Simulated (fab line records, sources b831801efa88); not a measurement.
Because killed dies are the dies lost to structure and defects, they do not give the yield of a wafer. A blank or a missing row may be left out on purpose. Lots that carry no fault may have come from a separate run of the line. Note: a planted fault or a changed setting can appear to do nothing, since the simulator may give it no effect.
Split-lot study | flow gf180mcu | 5 lots, 23 wafers read, on a route of 602 steps

== THE SPLIT ITSELF ==
At GF_V4_CMP_04 (polishes SiO2), the setting leave-above-ref-nm was moved away from the recipe's 632.5 nm on 7 of the 23 wafers read, by -3.6% to +7.2%. This setting was run at the recipe's value on the other wafers.

== SPLIT TO READING: what lies between them in the file, 1 step ==
- GF_V4_COAT_09: resist thk 1000 nm (also split here: resist-thk-nm)

== THE READING ==
oes-product-au, in a.u., at GF_V4_ETCH_17 (etches SiO2 in C4F8/O2/Ar, stops on TiN, target depth 630 nm). A value of 0.856 a.u. with a standard deviation of 0.0044 a.u. is what fault-free wafers of this fab line usually give.

wafer  | tool, chamber at the split | leave-above-ref-nm as run, nm | against the recipe | oes-product-au, a.u. | against lot-mates on the recipe
L074.1 | cmp-02, 1                  | 632.5                         | recipe             | 0.845                | -
L074.2 | cmp-02, 2,0                | 632.5                         | recipe             | 0.857                | -
L074.3 | cmp-02, 3                  | 632.5                         | recipe             | 0.855                | -
L074.4 | cmp-02, 2,0                | 632.5                         | recipe             | 0.856                | -
L074.6 | cmp-02, 3                  | 632.5                         | recipe             | 0.855                | -
L077.1 | cmp-02, 0                  | 632.5                         | recipe             | 0.856                | -
L077.2 | cmp-02, 3                  | 677.8                         | +7.2%              | 0.891                | +0.037
L077.4 | cmp-02, 2                  | 677.8                         | +7.2%              | 0.887                | +0.033
L077.5 | cmp-02, 1                  | 677.8                         | +7.2%              | 0.880                | +0.026
L077.6 | cmp-02, 0                  | 632.5                         | recipe             | 0.852                | -
L081.2 | cmp-01, 1                  | 632.5                         | recipe             | 0.863                | -
L081.4 | cmp-01, 3                  | 632.5                         | recipe             | 0.855                | -
L081.6 | cmp-01, 0                  | 632.5                         | recipe             | 0.851                | -
L082.1 | cmp-02, 1                  | 632.5                         | recipe             | 0.854                | -
L082.3 | cmp-02, 2                  | 609.7                         | -3.6%              | 0.841                | -0.017
L082.4 | cmp-02, 0                  | 609.7                         | -3.6%              | 0.839                | -0.019
L082.5 | cmp-02, 0                  | 632.5                         | recipe             | 0.858                | -
L082.6 | cmp-02, 1                  | 632.5                         | recipe             | 0.861                | -
L085.1 | cmp-02, 1                  | 671.8                         | +6.2%              | 0.887                | +0.029
L085.2 | cmp-02, 2                  | 632.5                         | recipe             | 0.862                | -
L085.3 | cmp-02, 3                  | 632.5                         | recipe             | 0.855                | -
L085.4 | cmp-02, 0                  | 671.8                         | +6.2%              | 0.893                | +0.035
L085.6 | cmp-02, 2                  | 632.5                         | recipe             | 0.857                | -
If several chambers appear in one row, that row covers several wafers at once and the file leaves open which wafer was in which chamber.

THE FIT
A straight line over all 23 wafers: oes-product-au changes by +0.0046 a.u. for each +1% of leave-above-ref-nm; r = +0.96; the points scatter about the line by 0.0046 a.u.
The same after taking each lot's own level away (the mean of its wafers on the recipe; 23 wafers): +0.00472 a.u. for each +1%; r = +0.97; scatter 0.004 a.u.
Per that fit: largest leave-above-ref-nm move, reading shift of 0.034 a.u.
Measured against the standard deviation above, the lots' own levels, which go from 0.8536 to 0.8580 a.u., span 1.0 times it.
The two slopes agree, so the slope changes little with the lot-to-lot level.
Check: for one of the wafers moved furthest among these (+7.2%), held out of the fit, the line's prediction against its lot-mates is +0.0329 a.u. It came out at +0.037 a.u. against them.

== THE OTHER SPLITS THESE WAFERS WENT THROUGH ==
Other splits were also applied to these wafers ahead of the reading. Each is held against what the fit with the lots' levels taken away leaves over:
other split on the same wafers | wafers away from the commonest value | r with oes-product-au (lot level and that fit taken away)
GF_V3_SPUTTER_21 time-s        | 6                                    | -0.26
GF_M4_SPUTTER_01 power-w       | 7                                    | +0.32
GF_M4_COAT_09 resist-thk-nm    | 6                                    | +0.04
GF_V4_COAT_09 resist-thk-nm    | 9                                    | -0.13

== THE WHOLE CHAIN: every reading that the file lists as answering this split, in the file's order ==
step          | what it does                                                 | reading                                                                   | change (the file's fit)                   | r (the file's)
GF_V4_CMP_04  | polishes SiO2                                                | SiO2_of_V4_CVD_02.thk-nm (the simulator's own value, which no gauge read) | +6.44 nm for each +1% of the setting      | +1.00
GF_V4_ETCH_17 | etches SiO2 in C4F8/O2/Ar, stops on TiN, target depth 630 nm | oes-product-au                                                            | +0.00478 a.u. for each +1% of the setting | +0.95
GF_V4_ETCH_17 | etches SiO2 in C4F8/O2/Ar, stops on TiN, target depth 630 nm | V4.feature-depth-nm (the simulator's own value, which no gauge read)      | +6.43 nm for each +1% of the setting      | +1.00

== THE FILE'S OWN FIT ==
oes-product-au changes by +0.00478 a.u. for each +1% of leave-above-ref-nm, r = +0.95.
